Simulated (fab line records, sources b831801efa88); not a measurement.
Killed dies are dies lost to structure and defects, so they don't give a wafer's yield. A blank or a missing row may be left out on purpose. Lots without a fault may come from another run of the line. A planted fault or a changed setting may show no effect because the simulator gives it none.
Which tool did it? | flow gf180mcu | 13 lots, 39 wafers sampled, at 2 steps of a route of 602

WHAT THE GAUGES READ, wafer by wafer
GF_V5_THK_MEAS_25: measures by xrf.
lot  | measured     | on            | V5_W_THK (nm)
L684 | day 28 05:38 | film_metro-04 | 346 344 349
L685 | day 28 11:01 | film_metro-03 | 355 354 359
L686 | day 28 16:08 | film_metro-01 | 351 357 354
L687 | day 29 03:42 | film_metro-04 | 342 345 342
L688 | day 29 10:49 | film_metro-01 | 350 344 354
L689 | day 29 15:47 | film_metro-04 | 350 348 350
L690 | day 30 01:37 | film_metro-01 | 351 348 350
L698 | day 32 04:38 | film_metro-01 | 354 374 362
L700 | day 32 16:02 | film_metro-04 | 344 341 346
L701 | day 32 23:34 | film_metro-01 | 347 348 352
L702 | day 33 03:38 | film_metro-01 | 354 352 351
L703 | day 33 08:37 | film_metro-01 | 362 363 363
L704 | day 33 11:15 | film_metro-01 | 344 356 344

GF_TOP_METAL_THK_MEAS_06: measures by xrf.
lot  | measured     | on            | TOP_METAL_ALCU_THK (nm)
L684 | day 28 06:20 | film_metro-02 | 876 880 882
L685 | day 28 11:44 | film_metro-02 | 896 878 900
L686 | day 28 16:50 | film_metro-02 | 891 878 893
L687 | day 29 04:24 | film_metro-01 | 895 909 905
L688 | day 29 11:31 | film_metro-01 | 879 886 891
L689 | day 29 16:29 | film_metro-01 | 879 897 892
L690 | day 30 02:19 | film_metro-01 | 885 899 892
L698 | day 32 05:20 | film_metro-02 | 896 892 901
L700 | day 32 16:44 | film_metro-01 | 898 888 895
L701 | day 33 00:16 | film_metro-01 | 892 891 898
L702 | day 33 04:20 | film_metro-01 | 888 878 881
L703 | day 33 09:20 | film_metro-02 | 892 883 888
L704 | day 33 11:57 | film_metro-01 | 898 900 892

WHICH TOOL RAN EACH LOT (tool, then ch and the chambers of the sampled wafers, then the start)
The record holds no process step before these readings.

WHAT THE TOOLS THEMSELVES READ (means of the sampled wafers that have a number; where no wafer has one, the mark that the record gives instead)
The record holds no such reading with a usual standard deviation.

THE ANSWER, worked out from the rows above alone
Rule: what is usual is taken from the lots themselves. Put in order of their means at a reading, lots are off if they are a third of the lots or fewer, leave a main group of 4 or more, and stand apart from it by a gap of 3 or more times the standard deviation of the main group's means; of several such gaps the widest counts. A main group whose means are all the same, to the digits that the tables above print for the reading, isn't used. A lot without any number at a reading at which 4 lots or more have one is off too. The other lots that the step has rows for count as sound. The gauges are gone through in route order, then the tools' own readings, and for those a lot's mean is taken as printed above. The first step at which some lot is off is used, and at that step the reading that is off furthest; a lot without a number counts as furthest.
No lot is off at any reading shown: from this, nothing can be told.

WHAT THE SIMULATOR HAD PUT IN
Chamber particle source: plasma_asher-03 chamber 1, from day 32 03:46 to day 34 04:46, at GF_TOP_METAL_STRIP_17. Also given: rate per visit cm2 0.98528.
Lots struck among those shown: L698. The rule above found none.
